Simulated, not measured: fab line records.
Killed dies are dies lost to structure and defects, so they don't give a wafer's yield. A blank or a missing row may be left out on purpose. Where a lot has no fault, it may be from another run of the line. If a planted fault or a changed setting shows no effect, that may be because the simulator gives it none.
2 desks, one fault || flow sky130 || each desk has only its own numbers; what lay behind them comes last

== AT THE METROLOGY DESK ==
What the gauges read, lot by lot, whatever tool the lot ran on: means of the sampled wafers that have a number. Any lot whose mean is over 4 standard deviations away from the usual mean is out of limits and marked OUT; that distance is given in the brackets.
Columns: A = FIELD_ISO_OXIDATION_01_THK at SKY_FIELD_ISO_THK_MEAS_23, usual 10.00 nm; B = NWELL_2_TW at SKY_NWELL_TW_MEAS_26, usual 493; C = VT_ADJUST_HVTP_TW at SKY_VT_ADJUST_HVTP_TW_MEAS_11, usual 1359; D = SONOS_TUNNEL_TW at SKY_SONOS_TUNNEL_TW_MEAS_12, usual 196.0
{"lot": "L604", "first seen here": "day 2 06:48", "A": 9.68, "B": 498, "C": 1354, "D": 197.9}
{"lot": "L605", "first seen here": "day 2 14:52", "A": 9.94, "B": 501, "C": 1351, "D": 198.3}
{"lot": "L606", "first seen here": "day 2 19:54", "A": 9.98, "B": 502, "C": 1370, "D": 193.9}
{"lot": "L608", "first seen here": "day 3 09:10", "A": 9.72, "B": 486, "C": 1365, "D": 196.0}
{"lot": "L609", "first seen here": "day 3 10:20", "A": 9.85, "B": 485, "C": 1349, "D": 195.2}
{"lot": "L610", "first seen here": "day 3 14:21", "A": 9.98, "B": 484, "C": 1355, "D": 197.3}
{"lot": "L611", "first seen here": "day 3 19:49", "A": 9.95, "B": 498, "C": 1361, "D": 197.0}
{"lot": "L612", "first seen here": "day 4 02:52", "A": 9.79, "B": 496, "C": 1359, "D": 193.7}
{"lot": "L613", "first seen here": "day 4 06:32", "A": 9.98, "B": 486, "C": 1360, "D": 198.5}
{"lot": "L615", "first seen here": "day 4 15:49", "A": 10.24, "B": 487, "C": 1358, "D": 193.6}
{"lot": "L616", "first seen here": "day 4 22:13", "A": 10.01, "B": 490, "C": 1370, "D": 193.9}
{"lot": "L617", "first seen here": "day 5 05:20", "A": 10.39, "B": 497, "C": 1360, "D": 198.5}
{"lot": "L618", "first seen here": "day 5 10:52", "A": 10.16, "B": 496, "C": "1414 (+6.0) OUT", "D": 197.7}
{"lot": "L619", "first seen here": "day 5 14:38", "A": 9.90, "B": 500, "C": "1399 (+4.4) OUT", "D": 194.0}
This desk's finding: out of limits on L618, L619; first on L618, day 9 23:57 (VT_ADJUST_HVTP_TW at SKY_VT_ADJUST_HVTP_TW_MEAS_11). Within limits: L604, L605, L606, L608, L609, L610, L611, L612, L613, L615, L616, L617.

== AT THE TOOL OWNER'S DESK: implanter-01 ==
SKY_VT_ADJUST_HVTP_IMPLANT_09, tool's own readings: per-lot mean of the sampled wafers with a number, covering each lot this tool ran. Any lot whose mean is over 4 standard deviations away from the usual mean is out of limits and marked OUT; that distance is given in the brackets.
Columns: A = dose ions cm2 at SKY_VT_ADJUST_HVTP_IMPLANT_09, usual 4.3e+12; B = faraday current uA at SKY_VT_ADJUST_HVTP_IMPLANT_09, usual 24.3
{"lot": "L604", "first seen here": "day 6 05:52", "A": 4.3e+12, "B": 23.9}
{"lot": "L606", "first seen here": "day 6 18:13", "A": 4.3e+12, "B": 24.4}
{"lot": "L616", "first seen here": "day 9 08:07", "A": 4.3e+12, "B": 24.6}
{"lot": "L617", "first seen here": "day 9 19:00", "A": 4.3e+12, "B": 24.0}
{"lot": "L618", "first seen here": "day 9 23:42", "A": "4.9e+12 (+99 or more) OUT", "B": "27.6 (+6.3) OUT"}
{"lot": "L619", "first seen here": "day 10 03:41", "A": "4.9e+12 (+99 or more) OUT", "B": "27.5 (+6.2) OUT"}
Finding of this desk: L618, L619 out of limits; the first was L618 at day 9 23:42, on dose ions cm2 at SKY_VT_ADJUST_HVTP_IMPLANT_09. Within limits: L604, L606, L616, L617.

== BROUGHT TOGETHER ==
The tool owner's desk had the chance to raise an alarm at day 9 23:42 on L618, L619.
On L618, L619, the metrology desk was in a position to raise an alarm at day 9 23:57.
Of the lots named, all ran SKY_VT_ADJUST_HVTP_IMPLANT_09 on implanter-01.

== WHAT THE SIMULATOR HAD PUT IN ==
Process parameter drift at SKY_VT_ADJUST_HVTP_IMPLANT_09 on implanter-01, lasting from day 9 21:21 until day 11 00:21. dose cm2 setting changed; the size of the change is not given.
Struck lots among those shown: L618, L619.
Fault start to first reading out of limits, in hours, per desk: tool owner, 2; metrology, 3.
